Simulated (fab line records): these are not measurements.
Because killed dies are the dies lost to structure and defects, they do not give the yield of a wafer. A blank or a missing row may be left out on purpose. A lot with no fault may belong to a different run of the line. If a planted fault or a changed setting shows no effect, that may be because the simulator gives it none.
The tool behind it: which one? ; flow gf180mcu ; 36 wafers from 12 lots sampled at 5 of the route's 602 steps

== WHAT THE GAUGES READ, wafer by wafer ==
GF_MVPSD_TW_MEAS_11. Usual: MVPSD_TW typically reads 556, with standard deviation 6.6.
lot;measured;on;MVPSD_TW;flag
L221;day 5 01:34;film-metro-03;545 542 548;
L222;day 5 06:01;film-metro-01;562 560 561;
L224;day 5 18:09;film-metro-04;553 553 553;
L226;day 6 06:10;film-metro-01;568 568 565;
L227;day 6 13:24;film-metro-04;553 552 554;
L230;day 7 06:40;film-metro-01;563 563 563;
L231;day 7 12:10;film-metro-03;549 549 552;
L232;day 7 20:13;film-metro-04;551 551 550;
L233;day 8 00:10;film-metro-01;563 561 562;
L236;day 8 18:10;film-metro-04;549 551 552;
L241;day 10 00:10;film-metro-03;356 353 355;OFF
L242;day 10 06:28;film-metro-04;361 361 358;OFF

GF_VT_IMPLANT_RS_MEAS_49: the measuring method here is four-point-probe. Usual: MVPSD_RS typically reads 1169.1 ohm/sq, with standard deviation 2.7.
lot;measured;on;MVPSD_RS (ohm/sq);flag
L221;day 7 15:08;film-metro-01;1168.4 1170.6 1168.4;
L222;day 7 19:06;film-metro-03;1169.7 1170.6 1169.4;
L224;day 8 09:38;film-metro-03;1171.7 1170.2 1171.0;
L226;day 8 22:19;film-metro-01;1163.9 1162.3 1165.7;
L227;day 9 07:17;film-metro-03;1168.5 1167.7 1166.9;
L230;day 10 02:01;film-metro-03;1167.7 1167.2 1168.5;
L231;day 10 08:52;film-metro-04;1167.9 1166.9 1168.1;
L232;day 10 16:44;film-metro-01;1170.6 1172.8 1172.2;
L233;day 10 21:11;film-metro-03;1171.1 1172.3 1169.9;
L236;day 11 18:15;film-metro-01;1169.2 1170.0 1169.2;
L241;day 13 02:38;film-metro-04;2980.8 3004.5 3001.4;OFF
L242;day 13 10:24;film-metro-04;2947.8 2923.8 2955.6;OFF

GF_POLY_GATE_CD_MEAS_10: target cd 280 nm. Usual: cd-nm 279.9 nm, standard deviation 1.1.
lot;measured;on;cd-nm (nm);flag
L221;day 9 06:41;cd-sem-01;282.4 282.0 283.1;
L222;day 9 09:52;cd-sem-01;280.9 280.5 279.6;
L224;day 10 02:23;cd-sem-02;278.0 279.6 279.7;
L226;day 11 02:53;cd-sem-01;280.2 280.5 280.0;
L227;day 11 03:10;cd-sem-02;280.5 280.6 280.4;
L230;day 11 22:53;cd-sem-01;280.1 279.4 278.5;
L231;day 12 06:43;cd-sem-02;281.9 280.8 281.3;
L232;day 12 14:59;cd-sem-01;280.0 280.4 280.6;
L233;day 12 17:07;cd-sem-01;280.6 279.4 278.7;
L236;day 13 16:22;cd-sem-01;280.0 278.7 279.3;
L241;day 15 00:43;cd-sem-01;278.8 279.3 278.7;
L242;day 15 09:20;cd-sem-02;280.1 279.7 279.6;

== TOOL THAT RAN EACH LOT (tool first, then ch and the chambers of the sampled wafers, then the start) ==
lot;GF_NWELL_STRIP_10;GF_MVPSD_IMPLANT_08
L221;plasma-asher-04 ch 0,1, day 3 07:53;implanter-04 ch 0, day 5 01:10
L222;plasma-asher-01 ch 0,1, day 3 13:02;implanter-04 ch 0, day 5 05:37
L224;plasma-asher-04 ch 0,1, day 3 23:13;implanter-01 ch 0, day 5 17:45
L226;plasma-asher-04 ch 0,1, day 4 10:40;implanter-01 ch 0, day 6 05:47
L227;plasma-asher-04 ch 0,1, day 4 17:08;implanter-01 ch 0, day 6 13:00
L230;plasma-asher-03 ch 0,1, day 5 08:58;implanter-04 ch 0, day 7 06:16
L231;plasma-asher-01 ch 0,1, day 5 13:41;implanter-04 ch 0, day 7 11:47
L232;plasma-asher-04 ch 0,1, day 5 21:28;implanter-01 ch 0, day 7 19:50
L233;plasma-asher-03 ch 0,1, day 5 23:54;implanter-03 ch 0, day 7 23:48
L236;plasma-asher-04 ch 0,1, day 6 17:19;implanter-01 ch 0, day 8 17:46
L241;plasma-asher-03 ch 0,1, day 7 20:28;implanter-01 ch 0, day 9 23:46
L242;plasma-asher-03 ch 0,1, day 8 02:40;implanter-01 ch 0, day 10 06:04
- GF_NWELL_STRIP_10: strips in O2/N2.
- GF_MVPSD_IMPLANT_08

== AS READ BY THE TOOLS THEMSELVES (means over the sampled wafers that have a number; for cases with no such wafer, the mark the record gives instead) ==
GF_NWELL_STRIP_10. Usual: drypump-motor-current-A 5.6 A, standard deviation 0.46; heater-power-w 347 W, standard deviation 28; n2-flow-sccm 299.9 sccm, standard deviation 0.86; oes-product-au 0.722 a.u., standard deviation 0.0051; strip-time-to-endpoint-s 36.98 s, standard deviation 0.11.
lot;tool;drypump-motor-current-A (A);heater-power-w (W);n2-flow-sccm (sccm);oes-product-au (a.u.);strip-time-to-endpoint-s (s);flag
L221;plasma-asher-04;5.5;335;300.2;0.722;37.07;
L222;plasma-asher-01;5.1;372;299.6;0.718;36.82;
L224;plasma-asher-04;5.5;337;299.6;0.725;37.09;
L226;plasma-asher-04;5.8;317;299.3;0.726;37.03;
L227;plasma-asher-04;5.5;338;300.4;0.724;36.80;
L230;plasma-asher-03;5.8;373;300.5;0.721;37.00;
L231;plasma-asher-01;5.2;374;300.4;0.721;36.89;
L232;plasma-asher-04;5.5;330;299.6;0.721;37.07;
L233;plasma-asher-03;5.6;338;299.4;0.720;37.01;
L236;plasma-asher-04;5.5;334;300.0;0.722;37.02;
L241;plasma-asher-03;5.9;351;300.7;0.725;36.94;
L242;plasma-asher-03;5.7;335;299.3;0.724;36.87;

GF_MVPSD_IMPLANT_08. Usual: dose-ions-cm2 1.4997e+13, standard deviation 1.9e+10; faraday-current-uA 84.6, standard deviation 1.7.
lot;tool;dose-ions-cm2;faraday-current-uA;flag
L221;implanter-04;1.4983e+13;84.7;
L222;implanter-04;1.5006e+13;84.9;
L224;implanter-01;1.4987e+13;84.5;
L226;implanter-01;1.5002e+13;84.1;
L227;implanter-01;1.4994e+13;86.0;
L230;implanter-04;1.4989e+13;84.4;
L231;implanter-04;1.5017e+13;85.1;
L232;implanter-01;1.5004e+13;85.4;
L233;implanter-03;1.4987e+13;85.8;
L236;implanter-01;1.5015e+13;86.2;
L241;implanter-01;1.4970e+12;8.3;OFF
L242;implanter-01;1.5050e+12;8.4;OFF

== THE ANSWER, worked out from the rows above alone ==
Rule: lot off if the mean of its wafers having a number is beyond 3 standard deviations from the usual mean. Also off: a lot with no number at a reading for which 4 or more lots have one. Any other lot the step has rows for is counted as sound. After the gauges, taken in route order, come the tools' own readings; for these a lot's mean is taken, as printed above. The first step at which some lot is off is used, and at that step the reading that is off furthest; a lot without a number counts as furthest.
Off: L241, L242, at GF_MVPSD_TW_MEAS_11 (MVPSD_TW).
A tool fits if, at a process step before that reading, it ran every lot that is off, and no sound lot after the first of them. The gauges at GF_MVPSD_TW_MEAS_11 aren't tried: what is off there is off at GF_MVPSD_IMPLANT_08 too, on other tools, and a gauge's error can't cause that. 2 tools fit, plasma-asher-03 at GF_NWELL_STRIP_10 and implanter-01 at GF_MVPSD_IMPLANT_08, so this cannot tell which one it is.

== WHAT WAS PUT IN BY THE SIMULATOR ==
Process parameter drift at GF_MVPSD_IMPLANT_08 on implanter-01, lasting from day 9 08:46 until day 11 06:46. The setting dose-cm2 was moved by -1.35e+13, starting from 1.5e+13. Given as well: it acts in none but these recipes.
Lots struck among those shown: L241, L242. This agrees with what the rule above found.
